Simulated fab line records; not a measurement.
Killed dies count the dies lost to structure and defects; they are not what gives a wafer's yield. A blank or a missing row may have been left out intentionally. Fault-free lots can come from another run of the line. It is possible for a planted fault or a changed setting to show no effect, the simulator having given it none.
Matching of chambers :: flow gf180mcu :: rie-si-01 running GF_STI_ETCH_14: 4 sister chambers
The step etches Si in HBr/Cl2/O2, target depth 360 nm, time 102.9 s. 4 wafers are shown with their chamber, then 8 later ones without.

## WAFERS, EACH WITH ITS CHAMBER
wafer: L228.3
chamber: 2
throttle-valve-pct (%): 25.668

wafer: L228.6
chamber: 1
throttle-valve-pct (%): 25.655

wafer: L238.4
chamber: 3
throttle-valve-pct (%): 25.643

wafer: L241.2
chamber: 0
throttle-valve-pct (%): 25.663

## WAFERS WHOSE CHAMBER IS MISSING
wafer: L241.4
throttle-valve-pct (%): 25.664

wafer: L241.6
throttle-valve-pct (%): 25.637

wafer: L243.1
throttle-valve-pct (%): 25.654

wafer: L243.4
throttle-valve-pct (%): 25.656

wafer: L243.6
throttle-valve-pct (%): 25.667

wafer: L244.1
throttle-valve-pct (%): 25.650

wafer: L244.3
throttle-valve-pct (%): 25.642

wafer: L244.5
throttle-valve-pct (%): 25.664

## WHICH CHAMBER EACH ONE RAN IN
wafer: L241.4
from the rows above: can't be placed: 0 or 2
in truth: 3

wafer: L241.6
from the rows above: 3
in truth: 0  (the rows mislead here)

wafer: L243.1
from the rows above: 1
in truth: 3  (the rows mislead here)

wafer: L243.4
from the rows above: 1
in truth: 1

wafer: L243.6
from the rows above: can't be placed: 2 or 0
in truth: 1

wafer: L244.1
from the rows above: can't be placed: 1 or 3
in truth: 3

wafer: L244.3
from the rows above: 3
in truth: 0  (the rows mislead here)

wafer: L244.5
from the rows above: can't be placed: 0 or 2
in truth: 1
Placed correctly: 1 of 8. Unplaceable from these rows: 4, with the true chamber sitting among the candidates in 1. Placed wrongly: 3.
How it was worked out, from the rows above alone: a wafer's distance from a chamber is the root of the sum, over the readings, of the square of ((its reading less the chamber's mean) divided by the reading's scatter). The wafer belongs to the nearest chamber; if the next one is less than 2 further off, it can't be placed. Each chamber's mean is taken over the wafers shown for it. The scatter: root of mean squared gap, hidden wafer to nearest shown wafer, with one shown wafer a chamber.
